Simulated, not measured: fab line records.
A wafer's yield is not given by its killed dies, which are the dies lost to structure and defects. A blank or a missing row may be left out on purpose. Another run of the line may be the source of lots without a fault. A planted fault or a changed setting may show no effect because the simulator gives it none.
fab line records + flow sky130
record
- lots=13
- wafers=39
- lastDay=51
route steps=708 shown RES_XHIGH@336
lots untouched by any fault: they come from a run of this same line in which no faults occurred
startH: hours from the record's opening day to when the first of the lot's shown wafers began + waitH: time in hours since the lot's previous step + " same as the row above + L1.1+2: one row covering several wafers at once + - either no value or no given start + * or withheld: withheld + < > ~ a bound
route shown NAME@n: NAME is a module with steps in the file, n the number in the route of the first one + usual: mean/standard deviation taken from wafers without a fault + same: alike in all rows + chamber/n: place in a boat + sites: each site's reading + _std_site: standard deviation of those values + _edge_site: outer sites' mean less inner sites' + radiusMm: how far each site lies from the wafer's centre + mask NAME#n: copy n + behind: the last tool/chamber to shape the wafer + hold: the reason the lot was held/the length of the hold in hours/how it ended + device: names the non-switching transistor (n, p or np) + end of line: at the end of the route, the tests of the same wafers + a step with no rows: only its recipe + killed: dies that structure and defects cost at the first sort, which is not the same as the wafer's yield + map: a wafer's dies, marking killed ones x, the rest . and places with no die _
set.NAME: the setting the step ran with; set.NAME@STEP: the setting that earlier step ran with + model.NAME: the simulator's own value behind a step, which no gauge read
one table for each step of the route and one row for each wafer, over a sample of lots
services: a tool's chamber out of use, with start hour (startH, from the record's first day; less than 0 if before it), hours out, and reason
## steps
# step SKY_RES_XHIGH_EXPOSE_04
# recipe
- maskId=URPM
- na=0.6
- sourceShape=conventional
- sigmaOuter=0.6
- polarization=unpolarized
- targetCdNm=1270
- doseMj=140
# same
- sigmaOuter=0.6
| lot.wafer  | tool            | chamber | startH | waitH | mask    |
|------------|-----------------|---------|--------|-------|---------|
| L682.2+4+5 | ilineStepper-01 | 0       | 636.08 | -     | URPM#0  |
| L683.2+4+6 | ilineStepper-01 | 0       | 652.05 | -     | LDNTM#0 |
| L688.1+2+6 | ilineStepper-01 | 0       | 682.42 | -     | URPM#0  |
| L693.2+3+4 | ilineStepper-01 | 0       | 722.54 | -     | URPM#0  |
| L694.1+3+6 | ilineStepper-01 | 0       | 728.06 | -     | URPM#0  |
| L695.2+3+4 | ilineStepper-01 | 0       | 737.37 | -     | URPM#0  |
| L696.1+2+6 | ilineStepper-01 | 0       | 744.11 | -     | URPM#0  |
| L697.2+4+5 | ilineStepper-01 | 0       | 745.15 | -     | URPM#0  |
| L699.4+5+6 | ilineStepper-01 | 0       | 769.75 | -     | URPM#0  |
| L701.1+2+5 | ilineStepper-01 | 0       | 785.52 | -     | URPM#0  |
| L700.1+3+4 | ilineStepper-01 | 0       | 790.32 | -     | URPM#0  |
| L702.1+2+6 | ilineStepper-01 | 0       | 791.11 | -     | URPM#0  |
| L703.2+3+5 | ilineStepper-01 | 0       | 800.68 | -     | URPM#0  |
# step SKY_RES_XHIGH_TW_MEAS_09
# usual
- RES_XHIGH_TW=1648/12
| lot.wafer | tool         | chamber | startH | waitH | RES_XHIGH_TW |
|-----------|--------------|---------|--------|-------|--------------|
| L682.2    | filmMetro-01 | -       | 650.07 | 0.1   | 1646         |
| L682.4    | "            | -       | "      | "     | 1639         |
| L682.5    | "            | -       | "      | "     | 1640         |
| L683.2    | filmMetro-01 | -       | 667.24 | 0.1   | 30           |
| L683.4    | "            | -       | "      | "     | 30           |
| L683.6    | "            | -       | "      | "     | 30           |
| L688.1    | filmMetro-01 | -       | 697.32 | 0.1   | 1646         |
| L688.2    | "            | -       | "      | "     | 1633         |
| L688.6    | "            | -       | "      | "     | 1639         |
| L693.2    | filmMetro-02 | -       | 737.02 | 0.1   | 1638         |
| L693.3    | "            | -       | "      | "     | 1642         |
| L693.4    | "            | -       | "      | "     | 1649         |
| L694.1    | filmMetro-01 | -       | 742.33 | 0.1   | 1635         |
| L694.3    | "            | -       | "      | "     | 1639         |
| L694.6    | "            | -       | "      | "     | 1632         |
| L695.2    | filmMetro-01 | -       | 750.89 | 0.1   | 1643         |
| L695.3    | "            | -       | "      | "     | 1649         |
| L695.4    | "            | -       | "      | "     | 1642         |
| L696.1    | filmMetro-02 | -       | 757.98 | 0.1   | 1639         |
| L696.2    | "            | -       | "      | "     | 1639         |
| L696.6    | "            | -       | "      | "     | 1647         |
| L697.2    | filmMetro-01 | -       | 759.78 | 0.1   | 1634         |
| L697.4    | "            | -       | "      | "     | 1632         |
| L697.5    | "            | -       | "      | "     | 1646         |
| L699.4    | filmMetro-01 | -       | 783.05 | 0.1   | 1626         |
| L699.5    | "            | -       | "      | "     | 1633         |
| L699.6    | "            | -       | "      | "     | 1632         |
| L701.1    | filmMetro-02 | -       | 799.36 | 0.1   | 1652         |
| L701.2    | "            | -       | "      | "     | 1649         |
| L701.5    | "            | -       | "      | "     | 1649         |
| L700.1    | filmMetro-03 | -       | 803.92 | 0.1   | 1650         |
| L700.3    | "            | -       | "      | "     | 1660         |
| L700.4    | "            | -       | "      | "     | 1661         |
| L702.1    | filmMetro-03 | -       | 804.88 | 0.1   | 1661         |
| L702.2    | "            | -       | "      | "     | 1664         |
| L702.6    | "            | -       | "      | "     | 1663         |
| L703.2    | filmMetro-02 | -       | 814.62 | 0.1   | 1648         |
| L703.3    | "            | -       | "      | "     | 1652         |
| L703.5    | "            | -       | "      | "     | 1657         |
## services
| tool            | chamber | startH | hours | kind |
|-----------------|---------|--------|-------|------|
| ilineStepper-01 | -       | 776.37 | 1.7   | pm   |
## key
firstSign
- step=SKY_RES_XHIGH_EXPOSE_04
- reading=mask
- direction=changed
effect
- step=SKY_RES_XHIGH_TW_MEAS_09
- reading=RES_XHIGH_TW
- direction=down
- sigmas=99+
- usual=1648
- struck=30
metAt SKY_RES_XHIGH_EXPOSE_04
struckLots L683
sortLeftOut L683.2,L683.4,L683.6
testerLeftOut L683
onsetBetween 636.08 652.05
fault
- kind=wrongMask
- tool=any
- chamber=-
- onsetH=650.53
- steps=SKY_RES_XHIGH_EXPOSE_04
- auxCopy=LDNTM#0
- scope=struckLotsOnly
# testerLeftOut: of these lots the tester's yield and bins aren't shown, on N5 and GAA mostly nor the transistor test; their killed dies are dies lost to structure and defects alone, not to doping, threshold or leakage, so they don't give the yield
# sortLeftOut: the simulated sort isn't trusted on such a fault, so these wafers' sort isn't shown, and their yield isn't known
